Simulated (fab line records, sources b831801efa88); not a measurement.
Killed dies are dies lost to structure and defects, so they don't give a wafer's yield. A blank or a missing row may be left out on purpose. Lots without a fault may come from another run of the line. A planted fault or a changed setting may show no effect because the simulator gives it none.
Tool commonality check | flow sky130 | 10 lots, 30 wafers sampled

WHY IT WAS OPENED
At SKY_CAP2M_THK_MEAS_01 the reading CAP2M_CVD_00_THK is flagged on 2 of 10 lots. Wafers without a fault read 15.40 nm, standard deviation 0.24.
Rule: a lot is flagged when every wafer of it that has a number lies more than 4 standard deviations from that mean, or none has a number. The other lots count as sound.

lot  | measured     | on            | CAP2M_CVD_00_THK (nm), wafer by wafer | flag
L125 | day 40 09:37 | film_metro-03 | 14.68 15.24 15.05                     |
L126 | day 40 13:31 | film_metro-01 | 15.07 15.33 15.49                     |
L129 | day 41 07:36 | film_metro-02 | 15.32 15.28 15.29                     |
L130 | day 41 10:56 | film_metro-01 | 15.30 15.17 15.56                     |
L135 | day 43 03:52 | film_metro-02 | 15.38 15.54 15.87                     |
L136 | day 43 09:46 | film_metro-03 | 13.10 13.56 13.35                     | FLAGGED
L137 | day 43 14:13 | film_metro-01 | 13.59 13.58 13.82                     | FLAGGED
L143 | day 44 22:52 | film_metro-02 | 15.39 15.48 15.50                     |
L148 | day 46 11:52 | film_metro-03 | 15.30 15.52 15.65                     |
L147 | day 46 16:52 | film_metro-03 | 15.30 15.56 15.54                     |
The numbers of the flagged lots are 13.50 nm on average: -1.90 nm against the usual, or -8 standard deviations.

WHICH TOOL RAN EACH LOT
The record holds 3 process steps before the reading, out of a route of 708 steps. In each cell: the tool, then ch and the chambers that the sampled wafers went through, then the start.
lot  | flag    | SKY_VIA3_SPUTTER_20          | SKY_VIA3_CMP_24               | SKY_CAP2M_CVD_00
L125 |         | pvd_sputter-01, day 40 08:47 | cmp-02 ch 0,1, day 40 09:08   | pecvd-02 ch 0,1,2, day 40 09:36
L126 |         | pvd_sputter-04, day 40 12:40 | cmp-01 ch 1,2,3, day 40 13:05 | pecvd-02 ch 0,2, day 40 13:29
L129 |         | pvd_sputter-02, day 41 06:45 | cmp-02 ch 0,2,3, day 41 07:13 | pecvd-02 ch 0,1,2, day 41 07:34
L130 |         | pvd_sputter-04, day 41 10:05 | cmp-01 ch 1,3, day 41 10:27   | pecvd-04 ch 0,2, day 41 10:55
L135 |         | pvd_sputter-01, day 43 03:01 | cmp-01 ch 0,1,2, day 43 03:23 | pecvd-01 ch 0,2, day 43 03:50
L136 | FLAGGED | pvd_sputter-01, day 43 08:55 | cmp-01 ch 0,3, day 43 09:16   | pecvd-02 ch 0,1, day 43 09:44
L137 | FLAGGED | pvd_sputter-01, day 43 13:23 | cmp-01 ch 0,2,3, day 43 13:47 | pecvd-02 ch 1,2, day 43 14:12
L143 |         | pvd_sputter-02, day 44 22:01 | cmp-02 ch 0,1,2, day 44 22:29 | pecvd-04 ch 0,1,2, day 44 22:50
L148 |         | pvd_sputter-02, day 46 11:01 | cmp-02 ch 1,2, day 46 11:23   | pecvd-01 ch 2, day 46 11:50
L147 |         | pvd_sputter-04, day 46 15:59 | cmp-02 ch 0,1, day 46 16:25   | pecvd-01 ch 1,2, day 46 16:49
What these steps do:
- SKY_VIA3_SPUTTER_20: material TiN, target thk 20 nm, time 80 s.
- SKY_VIA3_CMP_24: polishes, stops on SiO2, t overpolish 20 s, target thk 0 nm.
- SKY_CAP2M_CVD_00: deposits SiO2, target thk 15.5 nm.
- SKY_CAP2M_THK_MEAS_01

FLAGGED OVER TOTAL, TOOL BY TOOL (the gauges that took the reading come last)
step                  | tool           | lots run | flagged | share of the flagged lots | sound lots run after its first flagged lot
SKY_VIA3_SPUTTER_20   | pvd_sputter-01 | 4        | 2       | all                       | 0
SKY_VIA3_SPUTTER_20   | pvd_sputter-02 | 3        | 0       | none                      | -
SKY_VIA3_SPUTTER_20   | pvd_sputter-04 | 3        | 0       | none                      | -
SKY_VIA3_CMP_24       | cmp-01         | 5        | 2       | all                       | 0
SKY_VIA3_CMP_24       | cmp-02         | 5        | 0       | none                      | -
SKY_CAP2M_CVD_00      | pecvd-01       | 3        | 0       | none                      | -
SKY_CAP2M_CVD_00      | pecvd-02       | 5        | 2       | all                       | 0
SKY_CAP2M_CVD_00      | pecvd-04       | 2        | 0       | none                      | -
SKY_CAP2M_THK_MEAS_01 | film_metro-01  | 3        | 1       | some                      | 0
SKY_CAP2M_THK_MEAS_01 | film_metro-02  | 3        | 0       | none                      | -
SKY_CAP2M_THK_MEAS_01 | film_metro-03  | 4        | 1       | some                      | 2 (L148,L147)

WHAT THE TABLE ALLOWS
3 rows of the table ran every flagged lot: pvd_sputter-01 at SKY_VIA3_SPUTTER_20, cmp-01 at SKY_VIA3_CMP_24, pecvd-02 at SKY_CAP2M_CVD_00.
- pvd_sputter-01 at SKY_VIA3_SPUTTER_20: 2 of its 4 lots flagged. Its last sound lot is L135 (day 43 03:01), its first flagged lot L136 (day 43 08:55): a fault that began between those two fits.
- cmp-01 at SKY_VIA3_CMP_24: 2 of its 5 lots flagged. Its last sound lot is L135 (day 43 03:23), its first flagged lot L136 (day 43 09:16): a fault that began between those two fits.
- pecvd-02 at SKY_CAP2M_CVD_00: 2 of its 5 lots flagged. Its last sound lot is L129 (day 41 07:34), its first flagged lot L136 (day 43 09:44): a fault that began between those two fits.
Counting lots can't tell these 3 tools apart, because each fits a fault that began at some hour. More lots, or a look at what each step does to the wafer, might.

WHAT THE SIMULATOR HAD PUT IN
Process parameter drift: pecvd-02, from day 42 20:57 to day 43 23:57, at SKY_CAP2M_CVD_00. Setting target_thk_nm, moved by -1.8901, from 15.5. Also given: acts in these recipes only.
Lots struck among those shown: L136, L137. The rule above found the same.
